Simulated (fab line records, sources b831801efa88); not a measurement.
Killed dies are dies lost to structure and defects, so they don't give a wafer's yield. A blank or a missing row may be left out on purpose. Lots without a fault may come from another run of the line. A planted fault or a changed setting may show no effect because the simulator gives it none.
fab line records | flow sky130
record lots=7 wafers=21 last_day=50
route steps=708 shown VT_ADJUST_PCH@148 SONOS_TUNNEL@154
lots that met no fault: from a run of the same line without faults
start_h: hours from the record's first day to the start of the lot's first wafer shown | wait_h: hours since the lot's step before | " the same as in the row above | L1.1+2: a row that stands for several wafers | - no value, or no start given | * or withheld: withheld | < > ~ a bound
route shown NAME@n: a module of which the file shows steps, and the number in the route of the first | usual: mean/standard deviation of fault-free wafers | same: alike in all rows | chamber/n: place in a boat | sites: the reading at each site | _std_site: their standard deviation | _edge_site: outer sites' mean less inner sites' | radius_mm: how far each site lies from the wafer's centre | mask NAME#n: copy n | behind: the tool/chamber that last shaped the wafer | hold: why the lot was held/for how many hours/how that ended | device: the transistor (n, p or np) that didn't switch | end of line: the same wafers' tests at the end of the route | a step without rows: its recipe alone | killed: dies lost to structure and defects at the first sort, not the wafer's yield | map: a wafer's dies, x killed, . not, _ none there
set.NAME: the setting as run; set.NAME@STEP: as run at that earlier step | model.NAME: the simulator's own value behind a step, which no gauge read
lots at some steps of the route; a table a step, a row a wafer
services: from which hour (start_h, from the record's first day; less than 0 if before it) a tool's chamber was out of use, for how many hours, and why
## steps
# step SKY_VT_ADJUST_PCH_PEB_05
# recipe temp_c=115 time_s=withheld
# step SKY_VT_ADJUST_PCH_DEVELOP_06
# recipe wall_angle_deg=90 developer=TMAH develop_time_s=60 dev_temp_c=23
# step SKY_VT_ADJUST_PCH_OVL_MEAS_07
# usual VT_ADJUST_PCH_OVL=-0.4/1.3
# columns lot.wafer tool chamber start_h wait_h VT_ADJUST_PCH_OVL[nm]
L320.3 overlay-01 - 245.35 - -0.1
L320.4 " - " " -1.0
L320.5 " - " " 0.3
L321.2 overlay-01 - 255.62 - -1.3
L321.3 " - " " 0.8
L321.5 " - " " -1.0
L332.4 overlay-02 - 334.97 - -0.2
L332.5 " - " " -2.0
L332.6 " - " " -1.6
L333.1 overlay-02 - 340.30 - -1.3
L333.5 " - " " -0.4
L333.6 " - " " -1.9
L334.2 overlay-01 - 348.10 - -0.5
L334.3 " - " " 1.3
L334.4 " - " " 1.3
L339.1 overlay-01 - 390.48 - -2.3
L339.3 " - " " -2.2
L339.4 " - " " -2.6
L340.1 overlay-01 - 397.83 - 0.8
L340.5 " - " " -1.0
L340.6 " - " " -0.6
# step SKY_VT_ADJUST_PCH_IMPLANT_08
# recipe species=B energy_kev=10 dose_cm2=5e+11 tilt_deg=withheld
# step SKY_VT_ADJUST_PCH_STRIP_09
# recipe chemistry=O2/N2 power_w=1400 pressure_mtorr=1500 platen_temp_c=withheld o2_flow_sccm=3000 n2_flow_sccm=300 overash_fraction=0.5
# usual drypump_motor_current_A=5.6/0.38 o2_flow_sccm=3001/9.7 oes_product_au=0.723/0.0044 strip_time_to_endpoint_s=36.91/0.098
# columns lot.wafer tool chamber start_h wait_h drypump_motor_current_A o2_flow_sccm oes_product_au rf_hours_counter_h strip_time_to_endpoint_s
L320.3 plasma_asher-01 0 245.55 0.1 5.0 3006 0.720 - 36.93
L320.4 " 1 " " 6.1 3007 0.723 - 36.93
L320.5 " 1 " " 6.1 3010 0.722 - 37.01
L321.2 plasma_asher-02 1 256.05 0.1 5.7 3002 0.725 13 36.92
L321.3 " 1 " " 5.7 3008 0.716 - 37.05
L321.5 " 1 " " 5.6 3004 0.719 - 37.05
L332.4 plasma_asher-02 0 335.17 0.1 5.3 3002 0.722 - 36.87
L332.5 " 0 " " 5.3 3001 0.723 - 36.81
L332.6 " 1 " " 5.7 2978 0.720 - 36.83
L333.1 plasma_asher-02 1 340.48 0.1 5.7 3005 0.724 22 36.95
L333.5 " 0 " " 5.3 2990 0.721 - 37.02
L333.6 " 1 " " 5.7 3010 0.718 - 37.02
L334.2 plasma_asher-03 0 348.28 0.1 5.6 3005 0.726 61 36.84
L334.3 " 0 " " 5.5 3002 0.724 - 36.72
L334.4 " 1 " " 5.8 3003 0.724 - 36.69
L339.1 plasma_asher-03 0 390.67 0.1 5.5 3010 0.727 65 36.88
L339.3 " 1 " " 5.8 2989 0.721 - 36.87
L339.4 " 0 " " 5.6 3008 0.724 - 36.80
L340.1 plasma_asher-03 0 398.02 0.1 5.6 3009 0.722 66 36.73
L340.5 " 1 " " 5.8 2997 0.732 - 36.91
L340.6 " 0 " " 5.6 3005 0.720 - 36.89
# step SKY_VT_ADJUST_PCH_TW_MEAS_10
# usual VT_ADJUST_PCH_TW=143.5/0.9
# columns lot.wafer tool chamber start_h wait_h VT_ADJUST_PCH_TW
L320.3 film_metro-02 - 245.64 0.1 142.6
L320.4 " - " " 142.6
L320.5 " - " " 143.1
L321.2 film_metro-01 - 256.16 0.1 143.9
L321.3 " - " " 143.9
L321.5 " - " " 143.3
L332.4 film_metro-01 - 335.26 0.1 143.0
L332.5 " - " " 144.4
L332.6 " - " " 143.2
L333.1 film_metro-01 - 340.58 0.1 145.4
L333.5 " - " " 145.4
L333.6 " - " " 144.5
L334.2 film_metro-01 - 348.39 0.1 144.5
L334.3 " - " " 144.7
L334.4 " - " " 144.9
L339.1 film_metro-03 - 390.77 0.1 142.3
L339.3 " - " " 142.3
L339.4 " - " " 141.8
L340.1 film_metro-02 - 398.12 0.1 142.6
L340.5 " - " " 142.7
L340.6 " - " " 142.9
# step SKY_SONOS_TUNNEL_DEHYDRATE_00
# recipe temp_c=200 time_s=60
# step SKY_SONOS_TUNNEL_HMDS_01
# recipe prime_time_s=60 prime_temp_c=120
# step SKY_SONOS_TUNNEL_COAT_02
# recipe resist=NOVOLAK spin_rpm=3000 resist_thk_nm=1140
# step SKY_SONOS_TUNNEL_SOFTBAKE_03
# recipe temp_c=90 time_s=60 resist=NOVOLAK
# step SKY_SONOS_TUNNEL_EXPOSE_04
# recipe mask_id=TUNM na=0.6 source_shape=conventional sigma_outer=0.6 polarization=unpolarized target_cd_nm=410 dose_mj=136
# step SKY_SONOS_TUNNEL_PEB_05
# recipe temp_c=withheld time_s=* resist=NOVOLAK
# step SKY_SONOS_TUNNEL_DEVELOP_06
# recipe resist=NOVOLAK developer=TMAH develop_time_s=60 dev_temp_c=23
# usual chill_plate_temp_C=23.01/0.12 develop_time_s=60/0
# columns lot.wafer tool chamber start_h wait_h chill_plate_temp_C develop_time_s
L320.3 litho_track-03 0 268.76 0.1 22.98 60
L320.4 " 0 " " 22.96 60
L320.5 " 0 " " 23.04 60
L321.2 litho_track-02 0 280.39 0.1 22.99 60
L321.3 " 0 " " 22.98 60
L321.5 " 0 " " 23.03 60
L332.4 litho_track-04 - 362.01 0.1 - -
L332.5 " - " " - -
L332.6 " - " " - -
L333.1 litho_track-02 - 367.51 0.1 - -
L333.5 " - " " - -
L333.6 " - " " - -
L334.2 litho_track-03 - 375.78 0.1 - -
L334.3 " - " " - -
L334.4 " - " " - -
L339.1 litho_track-03 0 419.26 0.1 23.08 60
L339.3 " 0 " " 23.03 60
L339.4 " 0 " " 23.22 60
L340.1 litho_track-02 0 428.41 0.1 23.14 60
L340.5 " 0 " " 23.02 60
L340.6 " 0 " " 22.91 60
# step SKY_SONOS_TUNNEL_CD_MEAS_07
# recipe target_cd_nm=410
# usual cd_nm=410.3/2.4
# columns lot.wafer tool chamber start_h wait_h cd_nm
L320.3 cd_sem-02 - 268.90 0.1 409.7
L320.4 " - " " 412.1
L320.5 " - " " 410.5
L321.2 cd_sem-02 - 280.53 0.1 410.3
L321.3 " - " " 412.6
L321.5 " - " " 410.9
L332.4 cd_sem-02 - 362.14 0.1 -
L332.5 " - " " -
L332.6 " - " " -
L333.1 cd_sem-02 - 367.68 0.1 -
L333.5 " - " " -
L333.6 " - " " -
L334.2 cd_sem-01 - 375.93 0.1 -
L334.3 " - " " -
L334.4 " - " " -
L339.1 cd_sem-02 - 419.41 0.1 415.1
L339.3 " - " " 416.4
L339.4 " - " " 414.2
L340.1 cd_sem-02 - 428.56 0.1 412.7
L340.5 " - " " 411.0
L340.6 " - " " 411.6
## services
# columns tool chamber start_h hours kind
plasma_asher-03 - 350.24 0.6 repair
plasma_asher-03 - 418.02 2.5 repair
plasma_asher-01 - 421.30 9.0 pm
plasma_asher-01 0 421.30 9.0 vent_cycle
plasma_asher-01 1 421.30 9.0 vent_cycle
## key
first_sign step=SKY_SONOS_TUNNEL_DEVELOP_06 reading=tool_record direction=missing
effect none on later readings
met_at SKY_SONOS_TUNNEL_DEVELOP_06
struck_wafers L332.4,L332.5,L332.6,L333.1,L333.5,L333.6,L334.2,L334.3,L334.4
later_rows_left_out L332.4,L332.5,L332.6,L333.1,L333.5,L333.6,L334.2,L334.3,L334.4
sort_left_out L332.4,L332.5,L332.6,L333.1,L333.5,L333.6,L334.2,L334.3,L334.4
tester_left_out L332,L333,L334
onset_between 280.39 362.01
fault kind=skipped_step_whole tool=litho_track-02,litho_track-03,litho_track-04 chamber=- onset_h=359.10 steps=SKY_SONOS_TUNNEL_DEVELOP_06 scope=struck_lots_only
# tester_left_out: of these lots the tester's yield and bins aren't shown, on N5 and GAA mostly nor the transistor test; their killed dies are dies lost to structure and defects alone, not to doping, threshold or leakage, so they don't give the yield
# sort_left_out: the simulated sort isn't trusted on such a fault, so these wafers' sort isn't shown, and their yield isn't known
# later_rows_left_out: the simulator's readings of these wafers behind a module that went badly wrong aren't trusted and aren't shown, but for the sort
